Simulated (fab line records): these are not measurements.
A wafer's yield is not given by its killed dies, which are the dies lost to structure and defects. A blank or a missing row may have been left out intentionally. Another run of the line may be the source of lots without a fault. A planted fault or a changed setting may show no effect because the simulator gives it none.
What tool caused it?    flow sky130    6 lots, 18 wafers sampled, at 3 steps of a route of 708

WHAT EACH GAUGE READ, for each wafer
SKY_SD_N_OVL_MEAS_08.
lot   measured      on          SD_N_OVL (nm)
L115  day 27 22:35  overlay-02  -2.4 -0.1 -1.0
L117  day 29 00:44  overlay-01  -1.0 -1.3 -0.4
L120  day 32 10:37  overlay-01  -2.0 -1.6 -1.5
L130  day 33 05:59  overlay-02  -2.0 0.4 1.2
L132  day 33 11:04  overlay-01  0.9 0.2 -0.4
L136  day 35 22:38  overlay-02  1.9 0.4 0.2

WHAT TOOL EACH LOT RAN ON (gives the tool, then ch and the chambers of the sampled wafers, and finally the start)
lot   SKY_RES_XHIGH_STRIP_08               SKY_SD_N_DEVELOP_06
L115  plasmaAsher-02 ch 0,1, day 26 17:22  lithoTrack-04 ch 0, day 27 22:19
L117  plasmaAsher-03 ch 0,1, day 27 20:12  lithoTrack-04 ch 0, day 29 00:31
L120  plasmaAsher-03 ch 0,1, day 31 07:48  lithoTrack-02 ch 0, day 32 10:20
L130  plasmaAsher-02 ch 0,1, day 32 03:13  lithoTrack-04 ch 0, day 33 05:44
L132  plasmaAsher-04 ch 0,1, day 32 08:58  lithoTrack-02 ch 0, day 33 10:49
L136  plasmaAsher-04 ch 0,1, day 34 20:01  lithoTrack-03 ch 0, day 35 22:22
- SKY_RES_XHIGH_STRIP_08: strips in O2/N2.
- SKY_SD_N_DEVELOP_06: develop time 60 s.

THE ANSWER, worked out from the rows above alone
Rule: the usual values come from the lots themselves. Put in order of their means at a reading, lots are off if they are a third of the lots or fewer, leave a main group of 4 or more, and stand apart from it by a gap of 3 or more times the standard deviation of the main group's means; of several such gaps the widest counts. The tables above print the reading to a certain number of digits; a main group whose means all agree to those digits is not used. A lot without any number at a reading at which 4 lots or more have one is off too. All remaining lots with rows at the step are treated as sound.
Across all readings shown, no lot is off: no conclusion can be drawn from this.

WHAT WAS PUT IN BY THE SIMULATOR
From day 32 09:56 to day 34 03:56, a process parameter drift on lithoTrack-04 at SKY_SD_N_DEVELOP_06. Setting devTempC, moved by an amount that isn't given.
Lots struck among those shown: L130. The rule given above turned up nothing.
